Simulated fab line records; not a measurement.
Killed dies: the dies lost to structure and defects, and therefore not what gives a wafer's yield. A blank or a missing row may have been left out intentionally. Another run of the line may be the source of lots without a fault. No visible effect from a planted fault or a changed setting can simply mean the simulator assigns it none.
Struck lot and sound lot, side by side    flow gf180mcu    14 steps out of a route of 602
Sound: these wafers, L295.1, L295.2, L295.5. Struck: wafers L301.1, L301.2, L301.3. The cause is given at the end.
At each step with rows: each side's tool, then ch and its chambers, then its first start. Under that, the readings that differ: sound wafers    struck wafers    difference of the means    sigmas: that difference in standard deviations of wafers without a fault.
alike: a reading whose means differ by less than 2 such deviations, as well as words and numbers matching on both sides. not compared: withheld readings; readings where some wafer has no value; bounds like >300 that might hide an equal value; numbers whose values overlap and for which the record gives no deviation.
The two part at a step that has a row with sigmas, a row that says differs or no value, or rows on one side only. Numbers that don't overlap but have no deviation are shown without sigmas and don't part them. A reading that every wafer of one side lacks parts them only if that side has two wafers or more.

first, 3 steps without rows for these wafers: GF_HV_LDD_EXPOSE_04 (exposes mask Nplus LV AREA, target cd 400 nm); GF_HV_LDD_PEB_05; GF_HV_LDD_DEVELOP_06 (develop time 62.09 s).
GF_HV_LDD_CD_MEAS_07: target cd 400 nm.
  sound on cd sem-02, day 12 11:08; struck on cd sem-01, day 14 06:56
  alike: cd nm
GF_HV_LDD_OVL_MEAS_08:
  sound on overlay-02, day 12 11:16; struck on overlay-02, day 14 07:03
  alike: HV_LDD_OVL
after that, 1 step had no rows for these wafers: GF_HV_LDD_IMPLANT_09.
GF_HV_LDD_STRIP_10: strips in O2/N2.
  sound on plasma asher-02 ch 0,1, day 12 11:26; struck on plasma asher-02 ch 0,1, day 14 07:14
  alike: drypump motor current A, heater power w, o2 flow sccm, oes product au, platen temp c, strip time to endpoint s
  not compared: rf hours counter h
GF_HV_LDD_TW_MEAS_11:
  sound on film metro-02, day 12 11:32; struck on film metro-02, day 14 07:20
  alike: HV_LDD_TW
then, 4 steps without rows for these wafers: GF_HV_LDD_DEHYDRATE_12 (time 60 s); GF_HV_LDD_HMDS_13 (prime time 60 s); GF_HV_LDD_COAT_14 (resist thk 1000 nm); GF_HV_LDD_SOFTBAKE_15 (time 60 s).
GF_HV_LDD_EXPOSE_16: exposes mask Pplus LV AREA, target cd 400 nm.
  struck on iline stepper-02, day 14 18:16; sound on iline stepper-01 ch 0, day 12 21:40
  no value came back on the struck wafers for exposure dose mJ cm2, focus offset nm (nm); on the sound wafers exposure dose mJ cm2 reads 139.83 139.83 140.02
reading                         sound                    struck                   difference  sigmas
model.HV_LDD.overlay x nm (nm)  0.08774 0.08774 0.08774  -1.42 -1.42 -1.42        -1.51       
model.HV_LDD.overlay y nm (nm)  0.06113 0.06113 0.06113  0.05599 0.05599 0.05599  -0.00514    
  alike: mask
after that, 1 step had no rows for these wafers: GF_HV_LDD_PEB_17.

## WHERE THEY PART
Within this record, at GF_HV_LDD_EXPOSE_16 only.

WHY: what had been put in by the simulator
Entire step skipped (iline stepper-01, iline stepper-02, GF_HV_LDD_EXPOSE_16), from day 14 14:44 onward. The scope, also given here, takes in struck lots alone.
